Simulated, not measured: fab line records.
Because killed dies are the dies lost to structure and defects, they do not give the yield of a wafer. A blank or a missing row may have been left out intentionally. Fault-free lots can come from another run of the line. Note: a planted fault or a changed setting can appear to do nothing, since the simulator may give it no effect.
fab line records	flow sky130
record: lots: 11	wafers: 33	last_day: 49
route steps=708 shown VIA1@461 METAL2@503 VIA2@507 PAD_OPEN@708
lots that met no fault: taken from a fault-free run of the same line
start_h: hours from the record's opening day to when the first of the lot's shown wafers began	wait_h: hours from the lot's prior step to this one	" repeats the value in the row above	L1.1+2: a single row standing in for several wafers	- no value, or no start given	* or withheld: withheld	< > ~ a bound
route shown NAME@n: NAME is a module with steps in the file, n the number in the route of the first one	usual: average and standard deviation across the fault-free wafers	same: alike in all rows	chamber/n: place in a boat	sites: readings site by site	_std_site: the standard deviation of these	_edge_site: inner sites' mean taken away from outer sites' mean	radius_mm: how far each site lies from the wafer's centre	mask NAME#n: copy n	behind: the most recent tool/chamber to have shaped the wafer	hold: cause of the lot's hold/its duration in hours/its outcome	device: names the non-switching transistor (n, p or np)	end of line: the same wafers' tests at the end of the route	for a step that has no rows: nothing shown but its recipe	killed: not the wafer's yield, but the dies lost to structure and defects at the first sort	map: a wafer's dies, marking killed ones x, the rest . and places with no die _
set.NAME: the run value of the setting; set.NAME@STEP: its run value at that earlier step	model.NAME: the simulator's own value behind a step, which no gauge read
the route's steps for a sample of lots (tables are steps, rows are wafers)
services: the hour from which a tool's chamber was out of use, counted from the record's first day as start_h (under 0 if before that day), plus the number of hours and why
== steps ==
step: SKY_VIA1_BOW_MEAS_03
recipe: mode: bow
usual: VIA1_BOW: 80/6.8
lot.wafer	tool	chamber	start_h	wait_h	VIA1_BOW[um]
L789.2	film_metro-02	-	758.13	0.3	80
L789.3	"	-	"	"	73
L789.4	"	-	"	"	79
L791.2	film_metro-02	-	776.24	0.1	79
L791.4	"	-	"	"	84
L791.6	"	-	"	"	66
L793.2	film_metro-01	-	796.47	0.1	77
L793.4	"	-	"	"	79
L793.5	"	-	"	"	81
L795.1	film_metro-01	-	810.82	0.1	80
L795.3	"	-	"	"	81
L795.5	"	-	"	"	78
L794.1	film_metro-01	-	821.13	0.1	79
L794.3	"	-	"	"	85
L794.4	"	-	"	"	75
L797.2	film_metro-04	-	831.98	0.2	88
L797.4	"	-	"	"	81
L797.6	"	-	"	"	80
L799.3	film_metro-04	-	846.76	0.2	84
L799.4	"	-	"	"	77
L799.5	"	-	"	"	76
L800.2	film_metro-02	-	852.28	0.3	84
L800.3	"	-	"	"	78
L800.4	"	-	"	"	93
L803.1	film_metro-02	-	876.08	0.2	83
L803.3	"	-	"	"	85
L803.4	"	-	"	"	75
L804.1	film_metro-02	-	884.05	0.1	86
L804.4	"	-	"	"	97
L804.6	"	-	"	"	86
L805.2	film_metro-02	-	887.63	0.1	88
L805.3	"	-	"	"	76
L805.6	"	-	"	"	91
step: SKY_METAL2_STRIP_20
recipe: chemistry: O2/N2	power_w: 1400	pressure_mtorr: 1500	platen_temp_c: withheld	o2_flow_sccm: 3000	n2_flow_sccm: 300	overash_fraction: 0.5
usual: chamber_pressure_mTorr: 1499.8/1.4	drypump_motor_current_A: 5.4/0.64	oes_product_au: 0.344/0.0048	strip_time_to_endpoint_s: 2.72/0.041
same: overash_fraction: 0.5
lot.wafer	tool	chamber	start_h	wait_h	chamber_pressure_mTorr	drypump_motor_current_A	oes_product_au	rf_hours_counter_h	strip_time_to_endpoint_s
L789.2	plasma_asher-01	1	814.00	0.1	1498.9	5.0	0.341	29	2.73
L789.3	"	0	"	"	1500.3	4.8	0.337	-	2.67
L789.4	"	1	"	"	1500.6	5.0	0.347	-	2.74
L791.2	plasma_asher-02	1	831.35	0.1	1499.0	6.4	0.341	9	2.72
L791.4	"	1	"	"	1499.1	6.5	0.341	-	2.74
L791.6	"	1	"	"	1502.0	6.4	0.341	-	2.76
L793.2	plasma_asher-04	1	851.71	0.1	1501.0	4.9	0.343	74	2.75
L793.4	"	1	"	"	1501.3	4.9	0.341	-	2.74
L793.5	"	1	"	"	1498.4	4.9	0.341	-	2.76
L795.1	plasma_asher-01	1	865.05	0.1	1498.9	5.0	0.339	34	2.70
L795.3	"	1	"	"	1500.7	5.0	0.343	-	2.70
L795.5	"	0	"	"	1500.5	4.8	0.338	-	2.69
L794.1	plasma_asher-01	0	875.95	0.1	1497.2	4.8	0.344	35	2.69
L794.3	"	1	"	"	1500.5	5.0	0.354	-	2.77
L794.4	"	0	"	"	1499.2	4.8	0.345	-	2.70
L797.2	plasma_asher-01	1	885.89	0.1	1498.2	5.0	0.340	36	2.66
L797.4	"	0	"	"	1501.0	4.9	0.342	-	2.68
L797.6	"	1	"	"	1500.9	5.0	0.334	-	2.67
L799.3	plasma_asher-01	0	900.79	0.1	1500.0	4.8	0.348	-	2.66
L799.4	"	1	"	"	1500.4	5.0	0.339	-	2.76
L799.5	"	1	"	"	1502.0	5.0	0.345	-	2.65
L800.2	plasma_asher-01	0	905.40	0.1	1499.7	4.8	0.350	38	2.73
L800.3	"	0	"	"	1499.6	4.8	0.344	-	2.78
L800.4	"	1	"	"	1499.7	5.0	0.345	-	2.69
L803.1	plasma_asher-02	0	928.89	0.1	1499.5	5.8	0.346	19	2.74
L803.3	"	1	"	"	1500.8	6.4	0.341	-	2.74
L803.4	"	0	"	"	1499.2	5.8	0.337	-	2.69
L804.1	plasma_asher-01	1	936.50	0.1	1497.1	5.0	0.342	42	2.71
L804.4	"	1	"	"	1501.0	5.0	0.347	-	2.71
L804.6	"	0	"	"	1502.7	4.8	0.341	-	2.69
L805.2	plasma_asher-01	0	942.75	0.1	1499.4	4.8	0.345	42	2.63
L805.3	"	0	"	"	1496.9	4.8	0.341	-	2.71
L805.6	"	1	"	"	1502.4	5.0	0.340	-	2.69
step: SKY_VIA2_HDPCVD_00
recipe: material: SiO2	target_thk_nm: 1180	sigma_open_frac: 0.3	time_s: 196.7	temp_c: 400	sih4_flow_sccm: 60	pressure_mtorr: 6
usual: run_length_s: 224.7/0.46
lot.wafer	tool	chamber	start_h	wait_h	run_length_s
L789.2	hdpcvd-02	2	814.59	0.0	225.3
L789.3	"	1	"	"	224.1
L789.4	"	2	"	"	225.9
L791.2	hdpcvd-01	1	832.38	0.0	224.8
L791.4	"	2	"	"	224.7
L791.6	"	1	"	"	224.7
L793.2	hdpcvd-01	1	852.65	0.0	225.1
L793.4	"	1	"	"	224.7
L793.5	"	2	"	"	225.1
L795.1	hdpcvd-01	0	865.69	0.0	225.0
L795.3	"	1	"	"	224.7
L795.5	"	1	"	"	224.6
L794.1	hdpcvd-02	2	876.59	0.0	224.9
L794.3	"	1	"	"	224.3
L794.4	"	0	"	"	223.8
L797.2	hdpcvd-01	1	886.48	0.0	224.6
L797.4	"	0	"	"	224.8
L797.6	"	2	"	"	224.3
L799.3	hdpcvd-02	2	901.35	0.0	224.9
L799.4	"	2	"	"	225.1
L799.5	"	0	"	"	224.4
L800.2	hdpcvd-02	2	906.00	0.0	224.9
L800.3	"	1	"	"	225.1
L800.4	"	2	"	"	225.0
L803.1	hdpcvd-02	0	929.57	0.0	224.6
L803.3	"	1	"	"	224.5
L803.4	"	2	"	"	224.9
L804.1	hdpcvd-02	0	937.10	0.0	263.6
L804.4	"	2	"	"	224.9
L804.6	"	0	"	"	263.8
L805.2	hdpcvd-01	2	943.35	0.0	224.3
L805.3	"	2	"	"	224.3
L805.6	"	1	"	"	225.2
step: SKY_VIA2_THK_MEAS_01
recipe: reads: SiO2_of_VIA2_HDPCVD_00
usual: VIA2_HDPCVD_THK: 1178/13
lot.wafer	tool	chamber	start_h	wait_h	VIA2_HDPCVD_THK[nm]
L789.2	film_metro-03	-	814.73	0.1	1184
L789.3	"	-	"	"	1163
L789.4	"	-	"	"	1175
L791.2	film_metro-02	-	832.51	0.1	1189
L791.4	"	-	"	"	1163
L791.6	"	-	"	"	1186
L793.2	film_metro-02	-	852.79	0.1	1182
L793.4	"	-	"	"	1172
L793.5	"	-	"	"	1165
L795.1	film_metro-02	-	865.81	0.1	1183
L795.3	"	-	"	"	1174
L795.5	"	-	"	"	1176
L794.1	film_metro-03	-	876.71	0.1	1174
L794.3	"	-	"	"	1190
L794.4	"	-	"	"	1183
L797.2	film_metro-03	-	886.62	0.1	1182
L797.4	"	-	"	"	1173
L797.6	"	-	"	"	1157
L799.3	film_metro-02	-	901.49	0.1	1168
L799.4	"	-	"	"	1178
L799.5	"	-	"	"	1203
L800.2	film_metro-03	-	906.14	0.1	1172
L800.3	"	-	"	"	1166
L800.4	"	-	"	"	1174
L803.1	film_metro-02	-	929.70	0.1	1195
L803.3	"	-	"	"	1183
L803.4	"	-	"	"	1211
L804.1	film_metro-03	-	937.22	0.1	1413
L804.4	"	-	"	"	1162
L804.6	"	-	"	"	1423
L805.2	film_metro-02	-	943.55	0.1	1167
L805.3	"	-	"	"	1171
L805.6	"	-	"	"	1197
step: SKY_VIA2_STRIP_16
recipe: chemistry: O2/N2	power_w: 1400	pressure_mtorr: 1500	platen_temp_c: withheld	o2_flow_sccm: 3000	n2_flow_sccm: 300	overash_fraction: 0.5
usual: chamber_pressure_mTorr: 1500.2/1.3	drypump_motor_current_A: 5.6/0.62	oes_product_au: 0.398/0.0043	strip_time_to_endpoint_s: 4.053/0.024
same: overash_fraction: 0.5
lot.wafer	tool	chamber	start_h	wait_h	chamber_pressure_mTorr	drypump_motor_current_A	oes_product_au	rf_hours_counter_h	strip_time_to_endpoint_s
L789.2	plasma_asher-04	0	841.41	0.0	1500.8	6.4	0.385	73	4.040
L789.3	"	1	"	"	1499.3	4.9	0.401	-	4.009
L789.4	"	0	"	"	1501.2	6.3	0.403	-	4.081
L791.2	plasma_asher-04	1	859.22	0.0	1497.9	5.0	0.396	75	4.032
L791.4	"	0	"	"	1498.7	6.3	0.396	-	4.044
L791.6	"	0	"	"	1501.5	6.3	0.402	-	4.035
L793.2	plasma_asher-01	1	879.32	0.0	1502.8	5.0	0.398	35	4.072
L793.4	"	1	"	"	1499.8	5.0	0.398	-	4.057
L793.5	"	0	"	"	1501.4	4.9	0.397	-	4.038
L795.1	plasma_asher-01	0	891.25	0.0	1500.3	4.8	0.395	37	4.070
L795.3	"	1	"	"	1498.6	5.0	0.395	-	4.043
L795.5	"	1	"	"	1501.5	5.0	0.400	-	4.042
L794.1	plasma_asher-04	1	903.42	0.0	1500.2	5.0	0.395	78	4.042
L794.3	"	1	"	"	1501.3	5.0	0.394	-	4.031
L794.4	"	0	"	"	1500.2	6.4	0.401	-	4.064
L797.2	plasma_asher-04	0	912.75	0.0	1501.0	6.3	0.406	80	4.087
L797.4	"	0	"	"	1498.6	6.3	0.404	-	4.055
L797.6	"	0	"	"	1500.2	6.3	0.406	-	4.038
L799.3	plasma_asher-01	0	926.43	0.1	1498.9	4.8	0.406	-	4.047
L799.4	"	1	"	"	1497.9	5.0	0.391	-	4.040
L799.5	"	0	"	"	1502.4	4.8	0.389	-	4.016
L800.2	plasma_asher-04	1	931.65	0.0	1500.9	4.9	0.401	81	4.023
L800.3	"	1	"	"	1498.9	5.0	0.400	-	4.037
L800.4	"	0	"	"	1499.9	6.4	0.403	-	4.037
L803.1	plasma_asher-04	1	955.27	0.0	1499.4	4.9	0.403	84	4.044
L803.3	"	0	"	"	1502.4	6.3	0.405	-	4.093
L803.4	"	1	"	"	1498.9	4.9	0.400	-	4.093
L804.1	plasma_asher-01	0	961.97	0.0	1501.5	4.8	0.395	44	4.038
L804.4	"	0	"	"	1500.2	4.8	0.396	-	4.057
L804.6	"	1	"	"	1501.7	5.0	0.401	-	4.039
L805.2	plasma_asher-03	0	968.27	0.0	1501.3	6.0	0.404	119	4.071
L805.3	"	1	"	"	1500.0	6.0	0.395	-	4.019
L805.6	"	0	"	"	1500.8	6.0	0.390	-	4.022
step: SKY_PAD_OPEN_PROBE_99
usual: defect_limited_yield: 82.6/2.1	killed_at_M0_to_M3: 42/7.6	killed_at_M4_up: 3.4/2	killed_at_contacts: 24/5.9	killed_at_front_end: 16/4.5	killed_at_other: 0.4/0.58	killed_dies: 86/10	killed_open: 47/7.6	killed_short: 39/6.7	sort_bin_3_pad_short: 0.9/0.42	sort_bin_5_function: 10.3/1.7	sort_bin_6_memory: 6.2/1.2	sort_n_pass: 406/10	sort_yield_pct: 82.6/2.1
same: gross_dies: 492	killed_at_back_side: 0	sort_bin_4_leakage[%]: 0	sort_bin_8_speed[%]: 0
lot.wafer	tool	chamber	start_h	wait_h	defect_limited_yield[%]	killed_at_M0_to_M3	killed_at_M4_up	killed_at_contacts	killed_at_front_end	killed_at_other	killed_dies	killed_open	killed_short	sort_bin_3_pad_short[%]	sort_bin_5_function[%]	sort_bin_6_memory[%]	sort_n_pass	sort_yield_pct[%]
L793.2	prober-02	-	1102.73	0.1	82.9	37	5	23	19	0	84	46	37	0.6	11.0	5.5	408	82.9
L793.4	prober-02	-	1102.83	0.2	81.3	43	1	25	23	0	92	57	35	1.4	11.0	6.3	400	81.3
L793.5	prober-02	-	1102.88	0.2	83.1	44	2	23	14	0	83	40	42	0.6	11.0	5.3	409	83.1
L799.3	prober-02	-	1137.63	0.2	86.0	32	6	20	11	0	69	42	26	0.6	8.3	5.1	423	86.0
L799.4	prober-02	-	1137.68	0.2	85.6	37	5	11	18	0	71	40	30	0.4	6.3	7.7	421	85.6
L799.5	prober-02	-	1137.73	0.2	82.3	37	3	18	27	2	87	50	36	1.0	10.8	5.9	405	82.3
L804.1	prober-02	-	1166.68	0.1	80.7	48	7	26	14	0	95	49	44	1.2	11.8	6.3	397	80.7
L804.4	prober-02	-	1166.83	0.2	79.5	49	7	31	14	0	101	54	47	1.0	11.6	7.9	391	79.5
L804.6	prober-02	-	1166.93	0.2	79.9	49	3	34	13	0	99	56	40	1.2	11.2	7.7	393	79.9
L805.2	prober-02	-	1168.98	0.1	82.9	53	2	19	9	1	84	58	26	0.6	10.8	5.7	408	82.9
L805.3	prober-02	-	1169.03	0.2	85.0	38	2	26	7	1	74	47	27	1.2	8.3	5.5	418	85.0
L805.6	prober-02	-	1169.18	0.2	82.3	45	3	26	13	0	87	42	45	1.4	10.8	5.5	405	82.3
killed by level:class
L793.2 CONTACT:geometric_particle:open=9 VIA1:geometric_particle:open=7 FIELD_ISO:geometric_particle:short=6 CONTACT:geometric_particle:short=6 FIELD_ISO:geometric_particle:open=5 LI_CONTACT:geometric_particle:open=5 VIA2:geometric_particle:open=5 VIA3:geometric_particle:short=5
L793.4 CONTACT:geometric_particle:open=12 VIA1:geometric_particle:open=12 VIA3:geometric_particle:open=8 FIELD_ISO:geometric_particle:open=5 CONTACT:geometric_particle:short=5 POLY_GATE:geometric_particle:short=4 POLY_GATE:geometric_particle:open=4 POLY_CUT:geometric_particle:open=4
L793.5 VIA1:geometric_particle:open=12 FIELD_ISO:geometric_particle:short=8 LI_CONTACT:geometric_particle:open=8 VIA1:geometric_particle:short=8 CONTACT:geometric_particle:open=6 METAL2:geometric_particle:short=6 VIA2:geometric_particle:open=6 POLY_GATE:geometric_particle:open=4
L799.3 CONTACT:geometric_particle:open=9 VIA1:geometric_particle:open=9 METAL1:geometric_particle:short=7 VIA3:geometric_particle:open=5 LI_CONTACT:geometric_particle:open=5 METAL2:geometric_particle:short=4 METAL4:geometric_particle:short=4 FIELD_ISO:geometric_particle:open=3
L799.4 METAL1:geometric_particle:short=10 CONTACT:geometric_particle:open=7 POLY_GATE:geometric_particle:open=6 FIELD_ISO:geometric_particle:open=5 VIA2:geometric_particle:open=5 VIA1:geometric_particle:open=5 VIA3:geometric_particle:open=4 POLY_GATE:geometric_particle:short=3
L799.5 VIA1:geometric_particle:open=12 CONTACT:geometric_particle:open=11 FIELD_ISO:geometric_particle:open=8 POLY_GATE:geometric_particle:open=6 METAL2:geometric_particle:short=6 FIELD_ISO:geometric_particle:short=5 POLY_GATE:geometric_particle:short=5 METAL1:geometric_particle:short=5
L804.1 VIA1:geometric_particle:open=12 LI_CONTACT:geometric_particle:open=11 CONTACT:geometric_particle:open=8 VIA1:geometric_particle:short=7 METAL1:geometric_particle:short=5 VIA2:geometric_particle:open=5 FIELD_ISO:geometric_particle:open=4 METAL2:geometric_particle:short=4
L804.4 VIA1:geometric_particle:open=13 CONTACT:geometric_particle:open=10 LI_CONTACT:geometric_particle:open=8 VIA3:geometric_particle:short=6 VIA2:geometric_particle:open=6 METAL2:geometric_particle:short=6 VIA3:geometric_particle:open=5 METAL4:geometric_particle:short=5
L804.6 LI_CONTACT:geometric_particle:open=13 CONTACT:geometric_particle:open=8 VIA1:geometric_particle:open=8 VIA2:geometric_particle:open=8 CONTACT:geometric_particle:short=7 VIA3:geometric_particle:open=6 METAL2:geometric_particle:short=5 METAL2:geometric_particle:open=5
L805.2 VIA1:geometric_particle:open=12 CONTACT:geometric_particle:open=9 VIA2:geometric_particle:open=9 VIA3:geometric_particle:open=8 METAL2:geometric_particle:short=7 LI_CONTACT:geometric_particle:open=5 FIELD_ISO:geometric_particle:open=4 SPACER:geometric_particle:open=3
L805.3 CONTACT:geometric_particle:open=14 VIA1:geometric_particle:open=12 LI_CONTACT:geometric_particle:open=5 METAL1:geometric_particle:short=5 VIA3:geometric_particle:open=5 METAL2:geometric_particle:short=4 FIELD_ISO:geometric_particle:open=3 LI_CONTACT:geometric_particle:short=3
L805.6 CONTACT:geometric_particle:open=9 VIA1:geometric_particle:short=9 VIA1:geometric_particle:open=9 VIA3:geometric_particle:open=7 CONTACT:geometric_particle:short=7 METAL2:geometric_particle:short=6 VIA2:geometric_particle:open=5 LI_CONTACT:geometric_particle:open=5
== services ==
tool	chamber	start_h	hours	kind
plasma_asher-04	-	795.43	0.9	repair
plasma_asher-04	-	798.10	9.4	repair
plasma_asher-04	-	807.52	9.4	repair
plasma_asher-02	-	810.31	1.3	repair
hdpcvd-01	-	829.90	2.0	repair
hdpcvd-02	-	882.55	0.5	repair
plasma_asher-04	-	884.23	14.6	pm
hdpcvd-02	-	891.68	0.5	repair
hdpcvd-01	-	894.23	2.8	pm
plasma_asher-03	-	908.67	0.4	repair
hdpcvd-01	1	927.54	11.4	repair
hdpcvd-01	0	942.88	4.9	repair
hdpcvd-02	0	948.66	26.8	repair
hdpcvd-01	-	950.25	15.0	pm
hdpcvd-01	0	950.25	15.0	vent_cycle
hdpcvd-01	1	950.25	15.0	vent_cycle
hdpcvd-01	2	950.25	15.0	vent_cycle
plasma_asher-04	-	963.41	3.7	repair
hdpcvd-02	2	963.78	2.0	repair
hdpcvd-01	0	965.25	-	clean
hdpcvd-01	1	965.25	-	clean
hdpcvd-01	2	965.25	-	clean
== key ==
first_sign: step: SKY_VIA2_HDPCVD_00	reading: run_length_s	direction: up	sigmas: 85	usual: *	struck: *
effect: step: SKY_VIA2_THK_MEAS_01	reading: VIA2_HDPCVD_THK	direction: up	sigmas: 19	usual: 1178	struck: 1418
met_at SKY_VIA2_HDPCVD_00
struck_lots L804
struck_wafers L804.1,L804.6
not_acting_at SKY_VIA1_BOW_MEAS_03,SKY_METAL2_STRIP_20,SKY_VIA2_STRIP_16
onset_between 929.57 937.10
fault: kind: process_parameter_drift	tool: hdpcvd-02	chamber: 0	onset_h: 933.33	steps: SKY_VIA2_HDPCVD_00	channel: time_s	offset: *	shape: step	end_h: 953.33	acts_in: *	stated: *
